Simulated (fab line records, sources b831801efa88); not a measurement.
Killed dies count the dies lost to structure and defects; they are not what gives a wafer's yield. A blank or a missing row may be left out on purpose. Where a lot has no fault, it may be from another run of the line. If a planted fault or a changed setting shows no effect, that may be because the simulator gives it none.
Chamber matching ; flow gf180mcu ; GF_V5_CVD_02 on pecvd-02 has 3 sister chambers
The step deposits SiO2 from TEOS, target thk 1450 nm, time 163.28 s. 14 wafers are shown with their chamber, then 7 later ones without.

== WAFERS, EACH WITH ITS CHAMBER ==
wafer;chamber;heaterPowerW (W);susceptorTempC (C)
L074.2;2;749;400.11
L074.4;0;699;400.18
L074.6;1;581;399.91
L075.2;2;714;400.10
L075.3;0;712;399.74
L075.6;2;580;399.89
L086.3;2;620;399.93
L086.4;1;470;400.02
L086.5;2;715;399.73
L089.1;2;629;400.06
L089.5;2;708;399.73
L089.6;0;584;399.88
L092.2;2;644;400.02
L092.4;2;704;399.69

SIGNATURES (averages over the wafers above)
reading;chamber 0;chamber 1;chamber 2;scatter within a chamber
heaterPowerW;665.00;525.50;673.67;61.6
susceptorTempC;399.9333;399.9650;399.9178;0.174
Rule: a wafer's distance from a chamber is the root of the sum, over the readings, of the square of ((its reading less the chamber's mean) divided by the reading's scatter). The wafer belongs to the nearest chamber; if the next one is less than 2 further off, it can't be placed. The scatter: take each reading less its chamber's mean, square it, sum over the shown wafers, divide by the number of wafers less the number of chambers, and take the root.

== WAFERS WHOSE CHAMBER IS MISSING ==
wafer;heaterPowerW (W);susceptorTempC (C)
L092.6;592;400.44
L093.3;627;399.95
L093.4;691;400.25
L093.6;462;400.12
L097.1;496;400.10
L097.3;640;399.82
L097.5;698;399.90

== CHAMBER TAKEN BY EACH ==
wafer;from the rows above;in truth
L092.6;can't be placed: 1 or 0 or 2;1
L093.3;can't be placed: 0 or 2 or 1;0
L093.4;can't be placed: 0 or 2 or 1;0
L093.6;1;1
L097.1;can't be placed: 1 or 0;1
L097.3;can't be placed: 0 or 2 or 1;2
L097.5;can't be placed: 2 or 0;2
Placed correctly: 1 of 7. From these rows, 6 cannot be placed; in 6 the true chamber is one of the candidates. 0 placed wrongly.
